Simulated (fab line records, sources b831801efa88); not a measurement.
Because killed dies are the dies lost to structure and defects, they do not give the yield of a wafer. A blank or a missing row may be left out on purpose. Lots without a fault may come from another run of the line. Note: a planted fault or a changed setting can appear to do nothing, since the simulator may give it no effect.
What tool caused it? | flow gf180mcu | Sampling: 11 lots, 33 wafers, 5 of 602 route steps

== WHAT EACH GAUGE READ, for each wafer ==
GF_VT_IMPLANT_OVL_MEAS_29.
lot  | measured     | on         | VT_IMPLANT_02_OVL (nm)
L281 | day 6 19:20  | overlay-01 | 0.3 2.7 1.8
L282 | day 7 04:02  | overlay-01 | 0.8 -0.3 1.1
L283 | day 7 09:50  | overlay-02 | 0.5 -0.5 1.6
L286 | day 8 04:41  | overlay-02 | -0.6 1.5 3.0
L289 | day 9 00:35  | overlay-01 | -0.8 0.2 -0.4
L290 | day 9 09:35  | overlay-01 | 0.9 0.7 -0.2
L292 | day 9 20:53  | overlay-01 | -0.7 0.0 -0.5
L295 | day 10 17:05 | overlay-02 | 0.3 0.9 0.2
L296 | day 10 23:19 | overlay-02 | 3.3 1.1 -0.2
L299 | day 11 17:59 | overlay-02 | 0.5 -0.8 0.6
L304 | day 13 01:26 | overlay-01 | -0.6 0.6 -1.4

GF_POLY_GATE_THK_MEAS_01.
lot  | measured     | on            | POLY_GATE_CVD_00_THK (nm)
L281 | day 8 10:15  | film-metro-03 | 196.9 196.7 197.6
L282 | day 8 17:50  | film-metro-02 | 200.0 199.9 199.9
L283 | day 9 00:14  | film-metro-03 | 198.9 198.3 199.1
L286 | day 9 23:36  | film-metro-02 | 200.0 200.6 198.8
L289 | day 10 19:09 | film-metro-04 | 202.4 202.6 203.3
L290 | day 11 04:46 | film-metro-03 | 199.6 199.3 199.2
L292 | day 11 14:55 | film-metro-02 | 200.0 198.0 200.4
L295 | day 12 10:57 | film-metro-03 | 141.5 142.9 141.8 141.6 143.3 141.7
L296 | day 12 20:08 | film-metro-02 | 194.3 195.3 195.0
L299 | day 13 14:28 | film-metro-04 | 144.5 144.4 145.8 144.5 144.4 145.8
L304 | day 15 00:53 | film-metro-02 | 200.5 199.6 200.2

GF_POLY_GATE_THK_MEAS_17.
lot  | measured     | on            | POLY_GATE_OXIDATION_THK (nm)
L281 | day 9 05:46  | film-metro-02 | 4.14 4.06 4.19
L282 | day 9 12:20  | film-metro-03 | 4.05 4.16 4.10
L283 | day 9 18:38  | film-metro-03 | 3.98 4.04 3.99
L286 | day 10 18:40 | film-metro-02 | 4.03 3.98 4.06
L289 | day 11 15:16 | film-metro-04 | 4.08 4.07 4.05
L290 | day 12 01:13 | film-metro-04 | 4.15 4.12 4.10
L292 | day 12 12:04 | film-metro-03 | 4.06 4.00 4.02
L295 | day 13 09:05 | film-metro-04 | 4.12 4.07 4.09
L296 | day 13 18:01 | film-metro-04 | 4.02 3.99 4.03
L299 | day 14 13:14 | film-metro-03 | 4.23 4.21 4.28
L304 | day 16 02:02 | film-metro-04 | 4.14 4.09 4.05

== WHAT TOOL EACH LOT RAN ON (gives the tool, then ch and the chambers of the sampled wafers, and finally the start) ==
lot  | GF_POLY_GATE_CVD_00         | GF_POLY_GATE_ETCH_13
L281 | lpcvd-02 ch 0, day 8 08:55  | rie-si-01 ch 1,2, day 9 03:56
L282 | lpcvd-02 ch 0, day 8 16:30  | rie-si-02 ch 1,2, day 9 10:53
L283 | lpcvd-02 ch 1, day 8 22:54  | rie-si-02 ch 1,2, day 9 17:11
L286 | lpcvd-02 ch 1, day 9 21:35  | rie-si-02 ch 0,2,3, day 10 17:12
L289 | lpcvd-01 ch 1, day 10 17:47 | rie-si-01 ch 0,1,3, day 11 13:47
L290 | lpcvd-02 ch 0, day 11 03:25 | rie-si-02 ch 0,2,3, day 11 23:45
L292 | lpcvd-02 ch 0, day 11 13:34 | rie-si-02 ch 1,3, day 12 10:35
L295 | lpcvd-02 ch 1, day 12 09:37 | rie-si-01 ch 0,1,2, day 13 06:59
L296 | lpcvd-01 ch 1, day 12 18:48 | rie-si-02 ch 1,2, day 13 16:33
L299 | lpcvd-02 ch 1, day 13 13:07 | rie-si-02 ch 0,1,3, day 14 11:07
L304 | lpcvd-01 ch 0, day 14 23:32 | rie-si-02 ch 1,3, day 15 23:17
- GF_POLY_GATE_CVD_00: deposits poly-Si, target thk 200 nm, time 1200 s.
- GF_POLY_GATE_ETCH_13: etches poly-Si in HBr/Cl2, stops on SiO2, target depth 198.5 nm, time 69.6 s.

== AS READ BY THE TOOLS THEMSELVES (means over the sampled wafers that have a number; for cases with no such wafer, the mark the record gives instead) ==
GF_POLY_GATE_CVD_00.
lot  | tool     | pressure-mtorr (mTorr) | susceptor-temp-C (C)
L281 | lpcvd-02 | 200.3                  | 619.72
L282 | lpcvd-02 | 200.0                  | 619.81
L283 | lpcvd-02 | 200.6                  | 619.94
L286 | lpcvd-02 | 200.0                  | 620.01
L289 | lpcvd-01 | 199.3                  | 620.22
L290 | lpcvd-02 | 200.0                  | 619.85
L292 | lpcvd-02 | 199.9                  | 619.93
L295 | lpcvd-02 | 100.1                  | 619.97
L296 | lpcvd-01 | 199.8                  | 620.12
L299 | lpcvd-02 | 99.7                   | 620.04
L304 | lpcvd-01 | 200.2                  | 620.16

GF_POLY_GATE_ETCH_13.
lot  | tool      | chamber-pressure-mTorr (mTorr) | drypump-motor-current-A (A) | mfc-cl2-sccm (sccm) | oes-product-au (a.u.) | rf-fwd-power-W (W) | throttle-valve-pct (%)
L281 | rie-si-01 | 10.001                         | 5.6                         | 50.21               | 0.988                 | 397.0              | 33.679
L282 | rie-si-02 | 9.998                          | 5.7                         | 49.96               | 0.989                 | 395.1              | 33.683
L283 | rie-si-02 | 9.992                          | 5.8                         | 50.12               | 0.987                 | 395.2              | 33.675
L286 | rie-si-02 | 9.994                          | 6.1                         | 49.86               | 0.996                 | 395.5              | 33.677
L289 | rie-si-01 | 9.995                          | 5.5                         | 50.06               | 0.992                 | 395.6              | 33.680
L290 | rie-si-02 | 9.991                          | 6.1                         | 49.97               | 0.991                 | 397.3              | 33.682
L292 | rie-si-02 | 9.995                          | 6.1                         | 50.06               | 0.987                 | 395.5              | 33.688
L295 | rie-si-01 | 10.010                         | 5.8                         | 49.95               | 0.791                 | 395.3              | 33.685
L296 | rie-si-02 | 10.008                         | 5.5                         | 49.96               | 0.969                 | 396.3              | 33.689
L299 | rie-si-02 | 10.000                         | 5.9                         | 50.23               | 0.805                 | 396.8              | 33.679
L304 | rie-si-02 | 10.003                         | 5.6                         | 50.06               | 0.993                 | 396.5              | 33.685

== THE ANSWER, worked out from the rows above alone ==
Rule: the lots themselves supply what counts as usual. Put in order of their means at a reading, lots are off if they are a third of the lots or fewer, leave a main group of 4 or more, and stand apart from it by a gap of 3 or more times the standard deviation of the main group's means; of several such gaps the widest counts. A main group whose means are all the same, to the digits that the tables above print for the reading, isn't used. Also off: a lot with no number at a reading for which 4 or more lots have one. The other lots that the step has rows for count as sound. The gauges are gone through in route order, then the tools' own readings, and for those a lot's mean is taken as printed above. The first step at which some lot is off is used, and at that step the reading that is off furthest; a lot without a number counts as furthest.
Off: L295, L299, at GF_POLY_GATE_THK_MEAS_01 (POLY_GATE_CVD_00_THK). For the main group the mean is 199.1 nm and the standard deviation 2.1.
If a tool, at a process step before that reading, ran all the lots that are off and no sound lot after the first of them, it fits. The gauges at GF_POLY_GATE_THK_MEAS_01 aren't tried: what is off there is off at GF_POLY_GATE_CVD_00 too, on other tools, and a gauge's error can't cause that. One candidate fits, namely lpcvd-02 at GF_POLY_GATE_CVD_00. Its last sound lot is L292 (day 11 13:34), its first lot that is off L295 (day 12 09:37): a fault that began between those two fits.
The tool's own readings at GF_POLY_GATE_CVD_00 bear it out: on the lots that are off they differ by more than 5 times the standard deviation of the sound lots' means. pressure-mtorr reads 99.9 mTorr there against 200.0 mTorr on the sound lots.

== WHAT THE SIMULATOR PUT IN ==
lpcvd-02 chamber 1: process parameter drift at GF_POLY_GATE_CVD_00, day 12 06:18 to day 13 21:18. The setting pressure-mtorr was moved by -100, starting from 200. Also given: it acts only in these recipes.
Shown lots that were struck: L295, L299. Same finding as the rule above.
